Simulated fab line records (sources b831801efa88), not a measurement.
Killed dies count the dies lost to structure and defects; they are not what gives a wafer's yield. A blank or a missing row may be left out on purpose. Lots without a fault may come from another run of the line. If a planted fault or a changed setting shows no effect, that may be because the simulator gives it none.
Which tool is to blame? | flow sky130 | 6 lots, 18 wafers sampled, at 2 steps of a route of 708

## WHAT EACH GAUGE READ, for each wafer
SKY_SD_P_OVL_MEAS_08.
lot  | measured     | on         | SD_P_OVL (nm)
L901 | day 26 04:59 | overlay-02 | 0.3 0.9 0.3
L904 | day 27 21:25 | overlay-02 | 0.7 1.8 1.2
L908 | day 28 22:20 | overlay-01 | -1.3 -1.2 -1.2
L914 | day 31 10:59 | overlay-02 | -2.2 -0.8 -0.6
L918 | day 32 17:29 | overlay-02 | 3.2 1.2 2.3
L909 | day 34 01:17 | overlay-01 | 0.0 -1.7 -1.8

## WHAT TOOL EACH LOT RAN ON (gives the tool, then ch and the chambers of the sampled wafers, and finally the start)
lot  | SKY_GATE_OXIDE_OXIDATION_16
L901 | furnace-02 ch 0, day 14 16:23
L904 | furnace-01 ch 0, day 16 09:33
L908 | furnace-02 ch 0, day 17 07:11
L914 | furnace-01 ch 0, day 19 17:46
L918 | furnace-01 ch 0, day 21 17:04
L909 | furnace-01 ch 0, day 22 11:29
- SKY_GATE_OXIDE_OXIDATION_16: stabilise 600 s, purge 300 s, target thk 3.57 nm.

## THE ANSWER, worked out from the rows above alone
Rule: what is usual is taken from the lots themselves. Put in order of their means at a reading, lots are off if they are a third of the lots or fewer, leave a main group of 4 or more, and stand apart from it by a gap of 3 or more times the standard deviation of the main group's means; of several such gaps the widest counts. If all means in a main group match to the digits the tables above print for the reading, that group is not used. A lot without any number at a reading at which 4 lots or more have one is off too. Where the step has rows for the other lots, those lots are counted as sound.
None of the lots is off at any reading shown; this tells nothing.

## WHAT HAD BEEN PUT IN BY THE SIMULATOR
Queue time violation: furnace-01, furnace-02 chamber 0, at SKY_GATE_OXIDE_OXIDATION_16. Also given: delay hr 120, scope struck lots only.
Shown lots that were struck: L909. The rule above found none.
